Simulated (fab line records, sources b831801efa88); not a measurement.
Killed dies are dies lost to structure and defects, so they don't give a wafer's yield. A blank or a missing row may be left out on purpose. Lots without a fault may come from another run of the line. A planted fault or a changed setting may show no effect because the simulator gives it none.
fab line records | flow sky130
record lots=5 wafers=15 last_day=50
route steps=708 shown LDD_LDN@294 SPACER@304 POLY_CUT@307 PAD_OPEN@708
lots that met no fault: from a run of the same line without faults
start_h: hours from the record's first day to the start of the lot's first wafer shown | wait_h: hours since the lot's step before | " the same as in the row above | L1.1+2: a row that stands for several wafers | - no value, or no start given | * or withheld: withheld | < > ~ a bound
route shown NAME@n: a module of which the file shows steps, and the number in the route of the first | usual: mean/standard deviation of fault-free wafers | same: alike in all rows | chamber/n: place in a boat | sites: the reading at each site | _std_site: their standard deviation | _edge_site: outer sites' mean less inner sites' | radius_mm: how far each site lies from the wafer's centre | mask NAME#n: copy n | behind: the tool/chamber that last shaped the wafer | hold: why the lot was held/for how many hours/how that ended | device: the transistor (n, p or np) that didn't switch | end of line: the same wafers' tests at the end of the route | a step without rows: its recipe alone | killed: dies lost to structure and defects at the first sort, not the wafer's yield | map: a wafer's dies, x killed, . not, _ none there
set.NAME: the setting as run; set.NAME@STEP: as run at that earlier step | model.NAME: the simulator's own value behind a step, which no gauge read
lots at some steps of the route; a table a step, a row a wafer
services: from which hour (start_h, from the record's first day; less than 0 if before it) a tool's chamber was out of use, for how many hours, and why
## steps
# step SKY_LDD_LDN_PEB_05
# recipe temp_c=withheld time_s=* resist=NOVOLAK
# step SKY_LDD_LDN_DEVELOP_06
# recipe resist=NOVOLAK developer=TMAH develop_time_s=60 dev_temp_c=23
# step SKY_LDD_LDN_OVL_MEAS_07
# usual LDD_LDN_OVL=0.4/1.3
# columns lot.wafer tool chamber start_h wait_h LDD_LDN_OVL[nm]
L269.2 overlay-01 - 582.97 0.1 0.6
L269.4 " - " " 0.2
L269.5 " - " " 2.8
L270.1 overlay-01 - 601.96 0.1 1.4
L270.2 " - " " 3.0
L270.6 " - " " 1.0
L271.1 overlay-01 - 604.91 0.1 -1.2
L271.5 " - " " 1.4
L271.6 " - " " 2.6
L278.1 overlay-01 - 658.78 0.1 0.2
L278.5 " - " " -0.5
L278.6 " - " " -2.3
L284.1 overlay-02 - 698.78 0.1 -0.9
L284.2 " - " " 0.2
L284.3 " - " " 0.9
# step SKY_LDD_LDN_IMPLANT_08
# recipe species=As energy_kev=15 dose_cm2=1.25e+13 tilt_deg=withheld rotation_deg=23
# step SKY_LDD_LDN_IMPLANT_09
# recipe species=As energy_kev=15 dose_cm2=1.25e+13 tilt_deg=withheld rotation_deg=113
# step SKY_LDD_LDN_IMPLANT_10
# recipe species=As energy_kev=15 dose_cm2=1.25e+13 tilt_deg=withheld rotation_deg=203
# step SKY_LDD_LDN_IMPLANT_11
# recipe species=As energy_kev=15 dose_cm2=1.25e+13 tilt_deg=withheld rotation_deg=293
# step SKY_LDD_LDN_STRIP_12
# recipe chemistry=O2/N2 power_w=1400 pressure_mtorr=1500 platen_temp_c=withheld o2_flow_sccm=3000 n2_flow_sccm=300 overash_fraction=0.5
# usual drypump_motor_current_A=5.5/0.36 oes_product_au=0.715/0.0044 strip_time_to_endpoint_s=14.19/0.046
# columns lot.wafer tool chamber start_h wait_h drypump_motor_current_A oes_product_au rf_hours_counter_h strip_time_to_endpoint_s
L269.2 plasma_asher-01 0 583.60 0.1 5.3 0.719 48 14.16
L269.4 " 0 " " 5.4 0.721 - 14.16
L269.5 " 1 " " 5.3 0.714 - 14.21
L270.1 plasma_asher-03 0 602.60 0.1 5.3 0.714 17 14.21
L270.2 " 1 " " 5.4 0.722 17 14.19
L270.6 " 1 " " 5.4 0.708 - 14.22
L271.1 plasma_asher-01 0 605.55 0.1 5.4 0.712 50 14.21
L271.5 " 1 " " 5.4 0.714 - 14.22
L271.6 " 0 " " 5.4 0.714 - 14.22
L278.1 plasma_asher-03 0 659.42 0.1 5.2 0.718 23 14.14
L278.5 " 0 " " 5.3 0.719 - 14.17
L278.6 " 1 " " 5.4 0.711 - 14.18
L284.1 plasma_asher-02 0 699.42 0.1 6.3 0.719 100 14.16
L284.2 " 1 " " 5.4 0.711 100 14.15
L284.3 " 1 " " 5.4 0.717 - 14.17
# step SKY_LDD_LDN_TW_MEAS_13
# usual LDD_LDN_TW=1460/6.4
# columns lot.wafer tool chamber start_h wait_h LDD_LDN_TW
L269.2 film_metro-04 - 583.71 0.1 1467
L269.4 " - " " 1455
L269.5 " - " " 1464
L270.1 film_metro-02 - 602.70 0.1 1448
L270.2 " - " " 1453
L270.6 " - " " 1457
L271.1 film_metro-04 - 605.65 0.1 1464
L271.5 " - " " 1467
L271.6 " - " " 1466
L278.1 film_metro-03 - 659.52 0.1 1461
L278.5 " - " " 1468
L278.6 " - " " 1463
L284.1 film_metro-04 - 699.52 0.1 1467
L284.2 " - " " 1460
L284.3 " - " " 1460
# step SKY_LDD_LDN_CLEAN_14
# recipe chemistry=SC1/SC2 mix=1:4:20 temp_c=70 time_s=150 dry=n2_spin
# step SKY_SPACER_CVD_00
# recipe material=Si3N4 precursor=DCS/NH3 target_thk_nm=43.1 temp_c=770 time_s=740 pressure_mtorr=250
# step SKY_SPACER_THK_MEAS_01
# recipe reads=Si3N4_of_SPACER_CVD_00
# usual SPACER_CVD_00_THK=43.2/0.36
# columns lot.wafer tool chamber start_h wait_h SPACER_CVD_00_THK[nm]
L269.2 film_metro-03 - 585.93 0.0 42.5
L269.4 " - " " 42.9
L269.5 " - " " 42.8
L270.1 film_metro-03 - 606.36 0.0 43.5
L270.2 " - " " 43.6
L270.6 " - " " 43.6
L271.1 film_metro-03 - 607.60 0.0 43.7
L271.5 " - " " 43.2
L271.6 " - " " 43.5
L278.1 film_metro-04 - 661.14 0.0 43.3
L278.5 " - " " 43.3
L278.6 " - " " 43.5
L284.1 film_metro-04 - 701.44 0.0 42.7
L284.2 " - " " 42.8
L284.3 " - " " 42.6
# step SKY_SPACER_ETCHBACK_02
# recipe chemistry=CH3F/O2 target=Si3N4 stop_on=SiO2 source_w=400 bias_w=80 pressure_mtorr=25 ch3f_flow_sccm=40 O2_flow_sccm=30 time_s=46.7 target_depth_a=450
# usual drypump_motor_current_A=5.8/0.5 oes_product_au=0.856/0.0065 throttle_valve_pct=10.563/0.0096
# columns lot.wafer tool chamber start_h wait_h drypump_motor_current_A oes_product_au rf_hours_counter_h throttle_valve_pct model.SiO2_of_SONOS_ONO_CVD_04.thk_nm
L269.2 rie_diel-03 1 585.98 0.0 5.7 0.840 38 10.550 4.254
L269.4 " 0 " " 6.8 0.851 9 10.558 4.119
L269.5 " 2 " " 5.5 0.849 - 10.559 4.127
L270.1 rie_diel-02 1 606.42 0.1 5.9 0.857 3 10.583 4.255
L270.2 " 2 " " 5.0 0.864 14 10.568 4.267
L270.6 " 3 " " 5.7 0.860 - 10.572 4.29
L271.1 rie_diel-03 1 607.66 0.1 5.7 0.863 39 10.559 4.29
L271.5 " 1 " " 5.7 0.856 - 10.554 4.35
L271.6 " 2 " " 5.5 0.860 - 10.562 4.354
L278.1 rie_diel-03 3 661.20 0.1 5.6 0.857 22 10.554 4.194
L278.5 " 0 " " 6.8 0.870 - 10.573 2.192
L278.6 " 1 " " 5.7 0.849 - 10.560 4.195
L284.1 rie_diel-02 3 701.50 0.1 5.7 0.854 50 10.561 4.244
L284.2 " 1 " " 5.9 0.848 6 10.580 4.371
L284.3 " 2 " " 5.0 0.846 16 10.568 4.316
# step SKY_POLY_CUT_DEHYDRATE_00
# recipe temp_c=200 time_s=60
# step SKY_POLY_CUT_HMDS_01
# recipe prime_time_s=60 prime_temp_c=120
# step SKY_POLY_CUT_COAT_02
# recipe resist=BARC temp_c=withheld time_s=withheld spin_rpm=3000 resist_thk_nm=60
# step SKY_POLY_CUT_COAT_03
# recipe resist=KrF-thick spin_rpm=3000 resist_thk_nm=450
# step SKY_POLY_CUT_SOFTBAKE_04
# recipe temp_c=100 time_s=90 resist=KrF-thick
# step SKY_POLY_CUT_EXPOSE_05
# recipe mask_id=NPCM na=0.8 source_shape=annular sigma_inner=0.55 sigma_outer=0.85 target_cd_nm=270 dose_mj=32
# step SKY_POLY_CUT_PEB_06
# recipe peb_temp_c=withheld peb_time_s=withheld resist=KrF-thick
# step SKY_POLY_CUT_DEVELOP_07
# recipe develop_time_s=60 resist=KrF-thick dev_temp_c=21
# step SKY_POLY_CUT_CD_MEAS_08
# recipe target_cd_nm=270
# usual cd_nm=269.8/1.3
# columns lot.wafer tool chamber start_h wait_h cd_nm
L269.2 cd_sem-01 - 614.98 - 268.1
L269.4 " - " " 269.3
L269.5 " - " " 267.2
L270.1 cd_sem-01 - 634.85 - 270.1
L270.2 " - " " 269.1
L270.6 " - " " 270.3
L271.1 cd_sem-01 - 636.75 - 272.7
L271.5 " - " " 271.9
L271.6 " - " " 272.8
L278.1 cd_sem-02 - 689.98 - 270.4
L278.5 " - " " 269.9
L278.6 " - " " 270.8
L284.1 cd_sem-01 - 728.36 - 268.8
L284.2 " - " " 268.7
L284.3 " - " " 268.6
# step SKY_POLY_CUT_OVL_MEAS_09
# usual POLY_CUT_OVL=-5/5.1
# columns lot.wafer tool chamber start_h wait_h POLY_CUT_OVL[nm]
L269.2 overlay-01 - 615.09 0.1 1
L269.4 " - " " -3
L269.5 " - " " -12
L270.1 overlay-02 - 634.97 0.1 -6
L270.2 " - " " 1
L270.6 " - " " 3
L271.1 overlay-01 - 636.87 0.1 -6
L271.5 " - " " -14
L271.6 " - " " -11
L278.1 overlay-01 - 690.10 0.1 -6
L278.5 " - " " -14
L278.6 " - " " -14
L284.1 overlay-02 - 728.48 0.1 -14
L284.2 " - " " -11
L284.3 " - " " -5
# step SKY_POLY_CUT_ETCH_10
# recipe chemistry=N2/H2 target=BARC ion_energy_ev=200 source_w=500 bias_w=100 pressure_mtorr=30 n2_flow_sccm=100 h2_flow_sccm=200 stop_on=SiO2 time_s=45.9 target_depth_a=600
# usual drypump_motor_current_A=5.7/0.61 oes_product_au=0.855/0.005 throttle_valve_pct=13.225/0.0085
# columns lot.wafer tool chamber start_h wait_h drypump_motor_current_A oes_product_au rf_hours_counter_h throttle_valve_pct
L269.2 rie_diel-02 3 615.12 0.0 5.7 0.850 48 13.226
L269.4 " 3 " " 5.7 0.856 - 13.225
L269.5 " 2 " " 5.0 0.847 - 13.216
L270.1 rie_diel-01 2 635.01 0.0 6.7 0.858 3 13.218
L270.2 " 1 " " 4.8 0.856 64 13.224
L270.6 " 2 " " 6.7 0.854 - 13.226
L271.1 rie_diel-02 3 636.91 0.0 5.7 0.858 48 13.227
L271.5 " 2 " " 5.0 0.849 - 13.232
L271.6 " 3 " " 5.7 0.864 - 13.205
L278.1 rie_diel-01 2 690.14 0.0 6.7 0.859 4 13.206
L278.5 " 2 " " 6.7 0.857 - 13.245
L278.6 " 3 " " 5.2 0.848 - 13.227
L284.1 rie_diel-02 1 728.52 0.0 6.0 0.864 6 13.198
L284.2 " 2 " " 5.0 0.854 17 13.231
L284.3 " 0 " " 6.6 0.853 7 13.217
# step SKY_POLY_CUT_ETCH_11
# recipe target=Si3N4 chemistry=CF4/CH2F2/Ar stop_on=poly-Si source_w=600 bias_w=150 pressure_mtorr=40 cf4_flow_sccm=40 ch2f2_flow_sccm=20 Ar_flow_sccm=150 time_s=42.5 target_depth_a=600
# usual drypump_motor_current_A=5.7/0.61 oes_product_au=0.829/0.0061 throttle_valve_pct=14.995/0.008
# columns lot.wafer tool chamber start_h wait_h drypump_motor_current_A oes_product_au rf_hours_counter_h throttle_valve_pct model.POLY_CUT.feature_depth_nm model.etch.depth_nm
L269.2 rie_diel-02 3 615.16 0.0 5.7 0.834 48 14.997 62.28 62.28
L269.4 " 3 " " 5.7 0.828 - 14.988 61.89 61.89
L269.5 " 2 " " 5.0 0.831 - 14.993 61.84 61.84
L270.1 rie_diel-01 2 635.05 0.0 6.7 0.834 3 14.995 62.15 62.15
L270.2 " 1 " " 4.9 0.823 64 14.992 61.75 61.75
L270.6 " 2 " " 6.7 0.839 - 15.010 62.13 62.13
L271.1 rie_diel-02 3 636.95 0.0 5.7 0.825 48 15.007 61.83 61.83
L271.5 " 2 " " 5.0 0.822 - 14.982 61.96 61.96
L271.6 " 3 " " 5.7 0.828 - 14.993 61.93 61.93
L278.1 rie_diel-01 2 690.18 0.0 6.7 0.841 4 15.004 62.6 62.6
L278.5 " 2 " " 6.7 0.786 - 14.994 56.28 56.28
L278.6 " 3 " " 5.3 0.829 - 14.993 62.68 62.68
L284.1 rie_diel-02 1 728.56 0.0 5.9 0.816 6 14.995 60.85 60.85
L284.2 " 2 " " 5.0 0.826 17 14.998 60.66 60.66
L284.3 " 0 " " 6.5 0.823 7 15.008 60.99 60.99
# step SKY_POLY_CUT_STRIP_12
# recipe chemistry=O2/N2 power_w=1400 pressure_mtorr=1500 platen_temp_c=withheld o2_flow_sccm=3000 n2_flow_sccm=300 overash_fraction=0.5
# usual drypump_motor_current_A=5.6/0.36 oes_product_au=0.453/0.005 strip_time_to_endpoint_s=5.367/0.019
# columns lot.wafer tool chamber start_h wait_h drypump_motor_current_A oes_product_au rf_hours_counter_h strip_time_to_endpoint_s
L269.2 plasma_asher-03 1 615.20 0.0 5.4 0.444 18 5.388
L269.4 " 0 " " 5.2 0.443 - 5.370
L269.5 " 0 " " 5.3 0.449 - 5.362
L270.1 plasma_asher-03 1 635.09 0.0 5.4 0.455 20 5.395
L270.2 " 0 " " 5.2 0.451 20 5.381
L270.6 " 1 " " 5.4 0.453 - 5.380
L271.1 plasma_asher-02 1 636.99 0.0 5.4 0.455 94 5.390
L271.5 " 0 " " 6.3 0.453 - 5.366
L271.6 " 1 " " 5.4 0.460 - 5.362
L278.1 plasma_asher-02 0 690.22 0.0 6.4 0.453 99 5.356
L278.5 " 1 " " 5.4 0.456 - 5.379
L278.6 " 0 " " 6.4 0.454 - 5.368
L284.1 plasma_asher-02 0 728.60 0.0 6.4 0.447 103 5.327
L284.2 " 1 " " 5.4 0.448 103 5.345
L284.3 " 1 " " 5.4 0.454 - 5.370
# step SKY_PAD_OPEN_PROBE_99
# usual killed_at_M0_to_M3=43/7.4 killed_at_M4_up=3.3/2 killed_at_contacts=24/5.4 killed_at_front_end=16/4.2 killed_at_other=0.3/0.61 killed_dies=87/9.4 killed_open=47/7.3 killed_short=40/6.7
# same gross_dies=492 killed_at_back_side=0
# columns lot.wafer tool chamber start_h wait_h killed_at_M0_to_M3 killed_at_M4_up killed_at_contacts killed_at_front_end killed_at_other killed_dies killed_open killed_short model.etest.pfet_01v8.r_on_ohm_um model.etest.res_pdiff.line_ohm_um model.etest.res_ndiff.line_ohm_um model.etest.nfet_g5v0d10v5.r_on_ohm_um model.etest.sonos_uncharged.r_on_ohm_um model.etest.pfet_01v8.drive_ua_um model.etest.res_pdiff.rs_ohm_sq model.etest.sram_pfet_latch.drive_ua_um
L269.2 prober-01 - 1115.88 0.1 49 2 15 19 2 87 41 44 2786 1383 772.4 1862 808.4 202.5 197.5 143.7
L269.4 prober-01 - 1115.98 0.2 49 4 25 19 0 97 57 40 2806 1377 755.6 1862 809.2 200.9 197 149.7
L269.5 prober-01 - 1116.03 0.2 42 2 19 14 0 77 33 43 2762 1379 780 1876 800.5 204.1 195.1 144.6
L270.1 prober-02 - 1131.16 0.1 46 4 18 23 0 91 47 42 2978 1331 745.5 1916 812.8 186.6 197.3 137
L270.2 prober-02 - 1131.21 0.1 43 0 17 16 2 78 39 38 2982 1346 757 1866 818.5 185.5 197.2 131.6
L270.6 prober-02 - 1131.41 0.2 51 3 19 17 0 90 58 30 2943 1358 745.7 1869 814.1 188.3 198.8 138.1
L271.1 prober-01 - 1133.05 0.1 48 3 20 20 0 91 42 49 2985 1361 756.7 1887 847.4 184.1 198.9 135.6
L271.5 prober-01 - 1133.25 0.2 54 3 22 18 0 97 58 38 3013 1361 758.9 1914 828 183.7 196.7 131.7
L271.6 prober-01 - 1133.30 0.2 52 3 22 13 0 90 50 40 3033 1347 757.8 1911 833.3 180 195.6 128.6
L278.1 prober-02 - 1167.03 0.1 53 2 23 23 1 102 59 43 2719 1337 772.9 1883 803.7 206.7 193.6 153.7
L278.5 prober-02 - 1167.23 0.2 33 4 32 23 1 93 41 50 2522 1204 726.9 1833 769.6 227.5 173.3 170.7
L278.6 prober-02 - 1167.28 0.2 39 2 24 21 0 86 51 35 2764 1361 774.8 1882 816.1 203.8 195.2 150.8
L284.1 prober-01 - 1192.03 0.1 47 1 19 23 0 90 56 34 2894 1406 773.4 1866 801.9 191.4 198.7 144.7
L284.2 prober-01 - 1192.08 0.1 41 5 23 17 0 86 49 37 2892 1410 784.6 1887 822.1 192.8 196.7 137.7
L284.3 prober-01 - 1192.13 0.2 39 4 19 8 0 70 45 25 2915 1370 775.2 1893 818.5 191.7 196.9 138.2
# killed by level:class
L269.2 METAL1:geometric_particle:short=9 VIA3:geometric_particle:short=8 LI_CONTACT:geometric_particle:open=7 VIA1:geometric_particle:open=7 METAL2:geometric_particle:short=7 VIA2:geometric_particle:open=6 FIELD_ISO:geometric_particle:open=5 POLY_GATE:geometric_particle:open=5
L269.4 LI_CONTACT:geometric_particle:open=11 VIA1:geometric_particle:open=9 METAL1:geometric_particle:short=7 CONTACT:geometric_particle:open=6 FIELD_ISO:geometric_particle:open=5 POLY_GATE:geometric_particle:open=5 VIA1:geometric_particle:short=5 CONTACT:geometric_particle:short=5
L269.5 VIA2:geometric_particle:open=7 VIA2:geometric_particle:short=7 VIA1:geometric_particle:short=6 METAL1:geometric_particle:short=6 VIA1:geometric_particle:open=5 LI_CONTACT:geometric_particle:short=4 LI_CONTACT:geometric_particle:open=4 LOCAL_INTERCONNECT:geometric_particle:short=4
L270.1 VIA1:geometric_particle:open=12 VIA3:geometric_particle:short=8 VIA2:geometric_particle:open=8 FIELD_ISO:geometric_particle:open=7 METAL2:geometric_particle:short=7 LOCAL_INTERCONNECT:geometric_particle:short=5 CONTACT:geometric_particle:short=5 FIELD_ISO:geometric_particle:short=4
L270.2 VIA2:geometric_particle:open=8 METAL1:geometric_particle:short=7 VIA1:geometric_particle:open=6 FIELD_ISO:geometric_particle:open=5 CONTACT:geometric_particle:open=5 LOCAL_INTERCONNECT:geometric_particle:short=5 VIA1:geometric_particle:short=5 METAL2:geometric_particle:short=5
L270.6 CONTACT:geometric_particle:open=11 VIA3:geometric_particle:open=11 VIA2:geometric_particle:open=11 VIA1:geometric_particle:open=9 FIELD_ISO:geometric_particle:open=5 VIA2:geometric_particle:short=5 VIA3:geometric_particle:short=4 POLY_GATE:geometric_particle:open=3
L271.1 VIA1:geometric_particle:open=11 METAL2:geometric_particle:short=10 LOCAL_INTERCONNECT:geometric_particle:short=7 POLY_GATE:geometric_particle:short=6 CONTACT:geometric_particle:short=5 VIA1:geometric_particle:short=5 VIA3:geometric_particle:open=5 VIA2:geometric_particle:open=5
L271.5 VIA1:geometric_particle:open=16 CONTACT:geometric_particle:open=10 VIA3:geometric_particle:open=6 VIA1:geometric_particle:short=6 METAL2:geometric_particle:short=6 VIA2:geometric_particle:open=6 FIELD_ISO:geometric_particle:open=5 POLY_GATE:geometric_particle:open=5
L271.6 VIA1:geometric_particle:open=16 CONTACT:geometric_particle:open=9 VIA3:geometric_particle:short=7 METAL1:geometric_particle:short=6 METAL2:geometric_particle:short=5 LI_CONTACT:geometric_particle:open=5 METAL1:geometric_particle:open=4 SPACER:geometric_particle:short=4
L278.1 VIA1:geometric_particle:open=17 CONTACT:geometric_particle:open=11 POLY_GATE:geometric_particle:open=8 METAL3:geometric_particle:short=7 VIA1:geometric_particle:short=7 CONTACT:geometric_particle:short=6 POLY_GATE:geometric_particle:short=5 LI_CONTACT:geometric_particle:open=5
L278.5 CONTACT:geometric_particle:open=11 POLY_GATE:geometric_particle:short=9 VIA1:geometric_particle:open=8 LI_CONTACT:geometric_particle:open=7 LOCAL_INTERCONNECT:geometric_particle:short=7 METAL2:geometric_particle:short=6 FIELD_ISO:geometric_particle:short=5 CONTACT:geometric_particle:short=5
L278.6 LI_CONTACT:geometric_particle:open=12 VIA1:geometric_particle:open=10 POLY_GATE:geometric_particle:open=7 CONTACT:geometric_particle:open=6 FIELD_ISO:geometric_particle:short=5 CONTACT:geometric_particle:short=5 METAL2:geometric_particle:short=5 VIA3:geometric_particle:open=5
L284.1 VIA1:geometric_particle:open=15 VIA2:geometric_particle:open=8 CONTACT:geometric_particle:open=7 FIELD_ISO:geometric_particle:short=6 POLY_GATE:geometric_particle:open=6 VIA1:geometric_particle:short=6 FIELD_ISO:geometric_particle:open=5 LI_CONTACT:geometric_particle:open=5
L284.2 VIA1:geometric_particle:open=8 VIA2:geometric_particle:open=7 CONTACT:geometric_particle:open=6 CONTACT:geometric_particle:short=6 METAL2:geometric_particle:short=6 POLY_GATE:geometric_particle:short=5 POLY_GATE:geometric_particle:open=5 LOCAL_INTERCONNECT:geometric_particle:short=5
L284.3 VIA2:geometric_particle:open=10 CONTACT:geometric_particle:open=8 VIA1:geometric_particle:open=8 VIA3:geometric_particle:open=5 LI_CONTACT:geometric_particle:open=5 CONTACT:geometric_particle:short=4 VIA1:geometric_particle:short=3 METAL2:geometric_particle:open=3
## services
# columns tool chamber start_h hours kind
rie_diel-01 2 570.14 4.0 repair
rie_diel-02 2 577.92 18.7 repair
rie_diel-03 3 603.94 3.5 repair
rie_diel-02 0 609.47 6.6 repair
plasma_asher-03 - 611.41 1.9 repair
plasma_asher-01 - 618.65 1.5 repair
rie_diel-01 1 620.12 10.5 repair
rie_diel-02 0 622.71 15.9 repair
rie_diel-03 - 624.24 2.8 pm
rie_diel-02 3 640.49 15.3 repair
rie_diel-01 3 642.09 10.2 repair
rie_diel-01 3 652.28 - clean
rie_diel-01 3 652.28 12.1 scheduled_down
rie_diel-01 3 652.28 12.1 vent_cycle
rie_diel-03 - 658.24 0.4 repair
rie_diel-03 2 660.89 4.8 repair
rie_diel-01 1 664.41 - clean
rie_diel-01 1 664.41 17.4 scheduled_down
rie_diel-01 1 664.41 17.4 vent_cycle
plasma_asher-01 - 665.34 1.1 repair
rie_diel-01 - 676.23 2.8 pm
rie_diel-02 - 684.50 1.2 repair
rie_diel-02 1 716.41 4.1 repair
plasma_asher-03 - 719.11 4.5 repair
## key
first_sign step=SKY_POLY_CUT_ETCH_11 reading=oes_product_au direction=down sigmas=7.1 usual=0.829 struck=0.786
effect none on later readings
model_effect step=SKY_SPACER_ETCHBACK_02 value=SiO2_of_SONOS_ONO_CVD_04.thk_nm without=4.342 struck=2.192
model_effect step=SKY_POLY_CUT_ETCH_11 value=POLY_CUT.feature_depth_nm without=62.28 struck=56.28
model_effect step=SKY_PAD_OPEN_PROBE_99 value=etest.pfet_01v8.r_on_ohm_um without=2761 struck=2522
met_at SKY_SPACER_ETCHBACK_02
struck_wafers L278.5
tester_left_out L278
onset_between 585.98 661.20
fault kind=process_parameter_drift tool=rie_diel-03 chamber=0 onset_h=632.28 steps=SKY_SPACER_ETCHBACK_02 channel=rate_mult offset=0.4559 shape=step end_h=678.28
# tester_left_out: of these lots the tester's yield and bins aren't shown, on N5 and GAA mostly nor the transistor test; their killed dies are dies lost to structure and defects alone, not to doping, threshold or leakage, so they don't give the yield
